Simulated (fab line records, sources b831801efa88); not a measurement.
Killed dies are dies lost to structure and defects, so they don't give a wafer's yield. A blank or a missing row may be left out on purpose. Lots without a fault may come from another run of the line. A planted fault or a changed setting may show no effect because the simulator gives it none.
A struck lot beside a sound one | flow sky130 | 15 steps out of a route of 708
Sound: wafers L252.2, L252.3, L252.4. Struck: wafers L273.1, L273.3, L273.4. The cause comes at the end.
At each step with rows: each side's tool, then ch and its chambers, then its first start. Under that, the readings that differ: sound wafers | struck wafers | difference of the means | sigmas: that difference in standard deviations of wafers without a fault.
alike: readings whose means differ by less than 2 such deviations, and words and numbers that are the same on both sides. not compared: withheld readings, readings that some wafer has no value for, bounds like >300 that may hide the same value, and numbers for which the record gives no deviation and whose values overlap.
The two part at a step that has a row with sigmas, a row that says differs or no value, or rows on one side only. Numbers that don't overlap but have no deviation are shown without sigmas and don't part them. A reading that every wafer of one side lacks parts them only if that side has two wafers or more.

first, 8 steps without rows for these wafers: SKY_LOCAL_INTERCONNECT_DEHYDRATE_03 (time 60 s); SKY_LOCAL_INTERCONNECT_HMDS_04 (prime time 60 s); SKY_LOCAL_INTERCONNECT_COAT_05 (resist thk 60 nm); SKY_LOCAL_INTERCONNECT_COAT_06 (resist thk 450 nm); SKY_LOCAL_INTERCONNECT_SOFTBAKE_07 (time 90 s); SKY_LOCAL_INTERCONNECT_EXPOSE_08 (exposes mask LI1M, target cd 170 nm); SKY_LOCAL_INTERCONNECT_PEB_09; SKY_LOCAL_INTERCONNECT_DEVELOP_10 (develop time 60 s).
SKY_LOCAL_INTERCONNECT_CD_MEAS_11: target cd 170 nm.
  sound on cd_sem-01, day 31 01:01; struck on cd_sem-02, day 37 18:15
  alike: cd_nm
SKY_LOCAL_INTERCONNECT_OVL_MEAS_12:
  sound on overlay-02, day 31 01:08; struck on overlay-01, day 37 18:22
  reading                     | sound | struck     | difference | sigmas
  LOCAL_INTERCONNECT_OVL (nm) | 2 6 6 | -15 -10 -4 | -14        | -2
SKY_LOCAL_INTERCONNECT_ETCH_13: etches BARC in N2/H2, stops on SiO2, time 45.9 s, target depth 60 nm.
  sound on rie_metal-03 ch 0,1, day 31 01:10; struck on rie_metal-01 ch 0,1, day 37 18:25
  alike: drypump_motor_current_A, oes_product_au, throttle_valve_pct
  not compared: rf_hours_counter_h
SKY_LOCAL_INTERCONNECT_METAL_ETCH_14: etches TiN in Cl2/BCl3, stops on PSG, target depth 110 nm, time 31.4 s.
  sound on rie_metal-03 ch 0,1, day 31 01:13; struck on rie_metal-01 ch 0,1, day 37 18:28
  reading               | sound             | struck            | difference | sigmas
  oes_product_au (a.u.) | 0.929 0.937 0.945 | 0.961 0.941 0.948 | +0.013     | +2
  alike: drypump_motor_current_A, throttle_valve_pct
  not compared: rf_hours_counter_h
SKY_LOCAL_INTERCONNECT_STRIP_15: strips in O2/N2.
  sound on plasma_asher-03 ch 0,1, day 31 01:16; struck on plasma_asher-02 ch 0,1, day 37 18:31
  no value came back on the struck wafers for chamber_pressure_mTorr (mTorr), drypump_motor_current_A (A), oes_product_au (a.u.), strip_time_to_endpoint_s (s); on the sound wafers chamber_pressure_mTorr (mTorr) reads 1498.7 1499.4 1498.1
  reading                                                   | sound | struck        | difference | sigmas
  model.KrF-thick_of_LOCAL_INTERCONNECT_COAT_06.thk_nm (nm) | 0 0 0 | 347.3 347 344 | +346.1     |
  not compared: rf_hours_counter_h
then, 1 step without rows for these wafers: SKY_LOCAL_INTERCONNECT_STRIP_16 (strips in post etch residue remover, time 1200 s).
-- the record jumps here: 13 days lie between the struck wafers' starts before and after (it left off in module LOCAL_INTERCONNECT and takes up again in module PAD_OPEN, whose first step shown is number 708 of the route) --
SKY_PAD_OPEN_PROBE_99:
  sound on prober-01, day 46 04:11; struck on prober-02, day 51 01:25
  reading            | sound    | struck      | difference | sigmas
  killed_at_contacts | 33 16 31 | 437 430 443 | +410       | +79
  killed_dies        | 97 87 84 | 492 492 492 | +403       | +43
  killed_on_rim      | 20 19 14 | 96 96 96    | +78        | +20
  alike: killed_at_M0_to_M3, killed_at_M4_up, killed_at_front_end, killed_at_other, killed_open, killed_short

WHERE THEY PART
First at SKY_LOCAL_INTERCONNECT_OVL_MEAS_12; last, within this record, at SKY_PAD_OPEN_PROBE_99.

WHY: what the simulator had put in
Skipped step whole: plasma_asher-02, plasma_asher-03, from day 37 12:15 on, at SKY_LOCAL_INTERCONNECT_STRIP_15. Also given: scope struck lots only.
